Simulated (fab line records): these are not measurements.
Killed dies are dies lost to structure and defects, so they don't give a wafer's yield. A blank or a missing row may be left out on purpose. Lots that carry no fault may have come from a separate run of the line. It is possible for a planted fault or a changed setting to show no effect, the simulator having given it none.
Tool commonality check :: flow gf180mcu :: Sampled: 12 lots, 36 wafers

## REASON FOR OPENING
Of 12 lots, 2 have the reading NWELL_TW flagged at GF_NWELL_TW_MEAS_11. Fault-free wafers read 1564, with a standard deviation of 11.
Rule: a lot is flagged in two cases, either no wafer of it has a number, or all its wafers with numbers fall more than 4 standard deviations from that mean. All remaining lots are regarded as sound.

lot: L548
measured: day 3 08:16
on: film metro-03
NWELL_TW, wafer by wafer: 1547 1557 1564
flag: 

lot: L552
measured: day 4 06:10
on: film metro-01
NWELL_TW, wafer by wafer: 1581 1568 1566
flag: 

lot: L553
measured: day 4 11:24
on: film metro-01
NWELL_TW, wafer by wafer: 1575 1579 1572
flag: 

lot: L555
measured: day 4 23:53
on: film metro-01
NWELL_TW, wafer by wafer: 1575 1565 1578
flag: 

lot: L556
measured: day 5 04:45
on: film metro-01
NWELL_TW, wafer by wafer: 1557 1557 1560
flag: 

lot: L557
measured: day 5 08:33
on: film metro-03
NWELL_TW, wafer by wafer: 1533 1543 1548
flag: 

lot: L558
measured: day 5 15:07
on: film metro-03
NWELL_TW, wafer by wafer: 1553 1550 1535
flag: 

lot: L565
measured: day 7 05:36
on: film metro-01
NWELL_TW, wafer by wafer: 1640 1638 1645
flag: FLAGGED

lot: L567
measured: day 7 15:44
on: film metro-01
NWELL_TW, wafer by wafer: 1636 1637 1627
flag: FLAGGED

lot: L568
measured: day 7 19:32
on: film metro-04
NWELL_TW, wafer by wafer: 1566 1559 1567
flag: 

lot: L569
measured: day 8 00:50
on: film metro-03
NWELL_TW, wafer by wafer: 1549 1549 1550
flag: 

lot: L571
measured: day 8 12:31
on: film metro-01
NWELL_TW, wafer by wafer: 1582 1573 1575
flag: 
The numbers of the flagged lots are 1637 on average: +73 against the usual, or +7 standard deviations.

## WHICH TOOL EACH LOT WENT THROUGH
The record holds 1 process step before the reading, out of a route of 602 steps. In each cell: the tool, then ch and the chambers that the sampled wafers went through, then the start.
lot: L548
flag: 
GF_NWELL_IMPLANT_09: implanter-03 ch 0, day 3 08:01

lot: L552
flag: 
GF_NWELL_IMPLANT_09: implanter-01 ch 0, day 4 05:57

lot: L553
flag: 
GF_NWELL_IMPLANT_09: implanter-03 ch 0, day 4 11:10

lot: L555
flag: 
GF_NWELL_IMPLANT_09: implanter-03 ch 0, day 4 23:38

lot: L556
flag: 
GF_NWELL_IMPLANT_09: implanter-02 ch 0, day 5 04:30

lot: L557
flag: 
GF_NWELL_IMPLANT_09: implanter-01 ch 0, day 5 08:18

lot: L558
flag: 
GF_NWELL_IMPLANT_09: implanter-03 ch 0, day 5 14:52

lot: L565
flag: FLAGGED
GF_NWELL_IMPLANT_09: implanter-03 ch 0, day 7 05:22

lot: L567
flag: FLAGGED
GF_NWELL_IMPLANT_09: implanter-03 ch 0, day 7 15:31

lot: L568
flag: 
GF_NWELL_IMPLANT_09: implanter-01 ch 0, day 7 19:17

lot: L569
flag: 
GF_NWELL_IMPLANT_09: implanter-01 ch 0, day 8 00:35

lot: L571
flag: 
GF_NWELL_IMPLANT_09: implanter-01 ch 0, day 8 12:17
These steps, and what they do:
- GF_NWELL_IMPLANT_09
- GF_NWELL_TW_MEAS_11

## FLAGGED AGAINST TOTAL, ONE TOOL AT A TIME (gauges that did the reading follow at the end)
step: GF_NWELL_IMPLANT_09
tool: implanter-01
lots run: 5
flagged: 0
share of the flagged lots: none
sound lots run after its first flagged lot: -

step: GF_NWELL_IMPLANT_09
tool: implanter-02
lots run: 1
flagged: 0
share of the flagged lots: none
sound lots run after its first flagged lot: -

step: GF_NWELL_IMPLANT_09
tool: implanter-03
lots run: 6
flagged: 2
share of the flagged lots: all
sound lots run after its first flagged lot: 0

step: GF_NWELL_TW_MEAS_11
tool: film metro-01
lots run: 7
flagged: 2
share of the flagged lots: all
sound lots run after its first flagged lot: 1 (L571)

step: GF_NWELL_TW_MEAS_11
tool: film metro-03
lots run: 4
flagged: 0
share of the flagged lots: none
sound lots run after its first flagged lot: -

step: GF_NWELL_TW_MEAS_11
tool: film metro-04
lots run: 1
flagged: 0
share of the flagged lots: none
sound lots run after its first flagged lot: -

## WHAT THE TABLE PERMITS
Rows of the table that ran all the flagged lots, 2 in number: implanter-03 at GF_NWELL_IMPLANT_09; film metro-01 at GF_NWELL_TW_MEAS_11.
- implanter-03 at GF_NWELL_IMPLANT_09: 2 of its 6 lots flagged. A fault beginning between L558 (day 5 14:52), its last sound lot, and L565 (day 7 05:22), its first flagged one, fits the data. Its own readings lie more than 4 standard deviations out on every wafer of the flagged lots: dose ions cm2, faraday current uA.
- film metro-01 at GF_NWELL_TW_MEAS_11: 2 of its 7 lots flagged. Sound lots ran on it after the first flagged one (L571), which a lasting fault on the whole tool wouldn't allow.
Just one tool remains: implanter-03 at GF_NWELL_IMPLANT_09.

## WHAT WAS PUT IN BY THE SIMULATOR
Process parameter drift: implanter-03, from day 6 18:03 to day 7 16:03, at GF_NWELL_IMPLANT_09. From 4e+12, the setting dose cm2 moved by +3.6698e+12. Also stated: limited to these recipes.
Lots struck among those shown: L565, L567. This agrees with what the rule above found.
